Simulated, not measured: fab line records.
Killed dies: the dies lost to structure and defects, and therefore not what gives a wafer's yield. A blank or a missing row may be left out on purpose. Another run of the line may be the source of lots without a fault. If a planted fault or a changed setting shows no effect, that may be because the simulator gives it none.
Which of the tools did it? + flow sky130 + 42 wafers from 14 lots sampled at 4 of the route's 708 steps

WHAT EACH GAUGE READ, for each wafer
SKY_VT_ADJUST_LVTN_OVL_MEAS_18.
| lot  | measured     | on         | VT_ADJUST_LVTN_01_OVL (nm) |
|------|--------------|------------|----------------------------|
| L546 | day 7 16:58  | overlay-02 | -1.3 -1.7 -2.7             |
| L548 | day 8 16:28  | overlay-02 | -0.7 -1.0 -0.6             |
| L549 | day 8 17:04  | overlay-02 | 0.3 0.0 1.9                |
| L550 | day 8 21:25  | overlay-01 | 1.8 1.4 1.7                |
| L554 | day 9 21:22  | overlay-01 | -1.6 -2.7 -2.3             |
| L557 | day 10 13:01 | overlay-01 | -0.6 -1.4 -1.3             |
| L558 | day 11 00:35 | overlay-02 | 1.8 1.3 0.0                |
| L559 | day 11 08:26 | overlay-02 | 0.7 2.5 1.9                |
| L560 | day 11 14:49 | overlay-02 | 2.3 0.5 0.3                |
| L561 | day 11 21:47 | overlay-02 | 0.6 0.7 0.4                |
| L565 | day 13 02:46 | overlay-01 | -1.1 -0.1 -1.2             |
| L566 | day 13 18:25 | overlay-01 | -1.2 1.0 0.6               |
| L567 | day 14 15:31 | overlay-01 | -1.5 -2.0 -1.5             |
| L568 | day 15 04:31 | overlay-01 | -2.1 -2.3 -3.7             |

SKY_VT_ADJUST_LVTN_TW_MEAS_21.
| lot  | measured     | on            | VT_ADJUST_LVTN_2_TW |
|------|--------------|---------------|---------------------|
| L546 | day 7 17:14  | film_metro-04 | 187.0 187.1 186.9   |
| L548 | day 8 16:46  | film_metro-03 | 187.9 188.0 188.3   |
| L549 | day 8 17:21  | film_metro-04 | 188.1 186.9 187.1   |
| L550 | day 8 21:42  | film_metro-02 | 191.1 191.4 190.5   |
| L554 | day 9 21:40  | film_metro-02 | 191.4 191.4 191.5   |
| L557 | day 10 13:19 | film_metro-02 | 189.6 191.3 191.1   |
| L558 | day 11 00:52 | film_metro-03 | 189.5 188.7 189.5   |
| L559 | day 11 08:43 | film_metro-04 | 187.2 187.6 187.7   |
| L560 | day 11 15:07 | film_metro-04 | 186.8 187.4 186.0   |
| L561 | day 11 22:04 | film_metro-03 | 188.7 188.5 189.3   |
| L565 | day 13 03:02 | film_metro-02 | 191.7 192.1 191.6   |
| L566 | day 13 18:42 | film_metro-03 | 188.0 188.9 188.5   |
| L567 | day 14 15:47 | film_metro-02 | 192.4 194.9 192.7   |
| L568 | day 15 04:49 | film_metro-03 | 188.0 188.9 189.2   |

SKY_SONOS_ONO_OVL_MEAS_14.
| lot  | measured     | on         | SONOS_ONO_OVL (nm) |
|------|--------------|------------|--------------------|
| L546 | day 12 15:23 | overlay-01 | 1.2 0.0 1.0        |
| L548 | day 13 18:47 | overlay-02 | 0.5 0.6 0.0        |
| L549 | day 13 20:11 | overlay-01 | -1.1 1.0 -1.2      |
| L550 | day 14 01:08 | overlay-02 | 1.2 0.2 0.3        |
| L554 | day 15 10:06 | overlay-02 | -0.7 0.4 -0.9      |
| L557 | day 16 00:32 | overlay-01 | -0.3 -1.9 -0.4     |
| L558 | day 16 15:32 | overlay-02 | 1.1 0.0 2.6        |
| L559 | day 17 00:08 | overlay-01 | 1.9 3.1 0.6        |
| L560 | day 17 06:26 | overlay-01 | 1.6 1.0 -0.2       |
| L561 | day 17 16:32 | overlay-02 | 2.6 0.6 1.3        |
| L565 | day 19 06:38 | overlay-01 | 2.6 0.3 1.7        |
| L566 | day 19 23:20 | overlay-02 | 0.4 -1.4 -0.9      |
| L567 | day 20 23:26 | overlay-01 | 0.6 2.5 2.9        |
| L568 | day 21 17:11 | overlay-01 | -0.1 -1.5 -0.8     |

WHICH TOOL RAN EACH LOT (tool, then ch and the chambers of the sampled wafers, then the start)
| lot  | SKY_SONOS_ONO_SOFTBAKE_09         |
|------|-----------------------------------|
| L546 | litho_track-02 ch 0, day 12 03:13 |
| L548 | litho_track-04 ch 0, day 13 05:28 |
| L549 | litho_track-02 ch 0, day 13 06:58 |
| L550 | litho_track-03 ch 0, day 13 11:32 |
| L554 | litho_track-02 ch 0, day 14 20:00 |
| L557 | litho_track-02 ch 0, day 15 11:01 |
| L558 | litho_track-02 ch 0, day 16 01:36 |
| L559 | litho_track-03 ch 0, day 16 10:25 |
| L560 | litho_track-04 ch 0, day 16 15:46 |
| L561 | litho_track-04 ch 0, day 17 01:56 |
| L565 | litho_track-02 ch 0, day 18 15:37 |
| L566 | litho_track-02 ch 0, day 19 07:10 |
| L567 | litho_track-03 ch 0, day 20 08:07 |
| L568 | litho_track-04 ch 0, day 21 01:37 |
- SKY_SONOS_ONO_SOFTBAKE_09: time 60 s.

AS READ BY THE TOOLS THEMSELVES (means over the sampled wafers that have a number; for cases with no such wafer, the mark the record gives instead)
SKY_SONOS_ONO_SOFTBAKE_09.
| lot  | tool           | heater_power_total_W (W) | plate_temp_C (C) |
|------|----------------|--------------------------|------------------|
| L546 | litho_track-02 | 56.58                    | 89.99            |
| L548 | litho_track-04 | 56.63                    | 89.94            |
| L549 | litho_track-02 | 56.60                    | 89.96            |
| L550 | litho_track-03 | 56.63                    | 89.97            |
| L554 | litho_track-02 | 56.61                    | 90.01            |
| L557 | litho_track-02 | 59.98                    | 93.68            |
| L558 | litho_track-02 | 59.96                    | 93.81            |
| L559 | litho_track-03 | 56.62                    | 90.02            |
| L560 | litho_track-04 | 56.55                    | 90.15            |
| L561 | litho_track-04 | 56.60                    | 90.06            |
| L565 | litho_track-02 | 56.55                    | 89.94            |
| L566 | litho_track-02 | 56.58                    | 90.06            |
| L567 | litho_track-03 | 56.60                    | 89.92            |
| L568 | litho_track-04 | 56.61                    | 90.00            |

THE ANSWER, worked out from the rows above alone
Rule: usual is defined by the lots themselves. The widest of any qualifying gaps counts: lots, ordered by their means at a reading, are off when they make up no more than a third of the lots, leave a main group of 4 or more, and stand apart from it by 3 or more times the standard deviation of that group's means. A main group whose means are all the same, to the digits that the tables above print for the reading, isn't used. A lot without any number at a reading at which 4 lots or more have one is off too. All remaining lots with rows at the step are treated as sound. Order of review: gauges by route order, followed by the tools' own readings, for which a lot's mean as printed above is used. At the first step where some lot is off, the reading lying furthest off is the one used; lots without a number count as furthest.
Off, at SKY_SONOS_ONO_SOFTBAKE_09 on heater_power_total_W: L557, L558. The main group has a mean of 56.60 W with a standard deviation of 0.026.
A tool fits if, at that step or a process step before it, it ran every lot that is off, and no sound lot after the first of them. No candidate that was tried fits.

WHAT THE SIMULATOR HAD PUT IN
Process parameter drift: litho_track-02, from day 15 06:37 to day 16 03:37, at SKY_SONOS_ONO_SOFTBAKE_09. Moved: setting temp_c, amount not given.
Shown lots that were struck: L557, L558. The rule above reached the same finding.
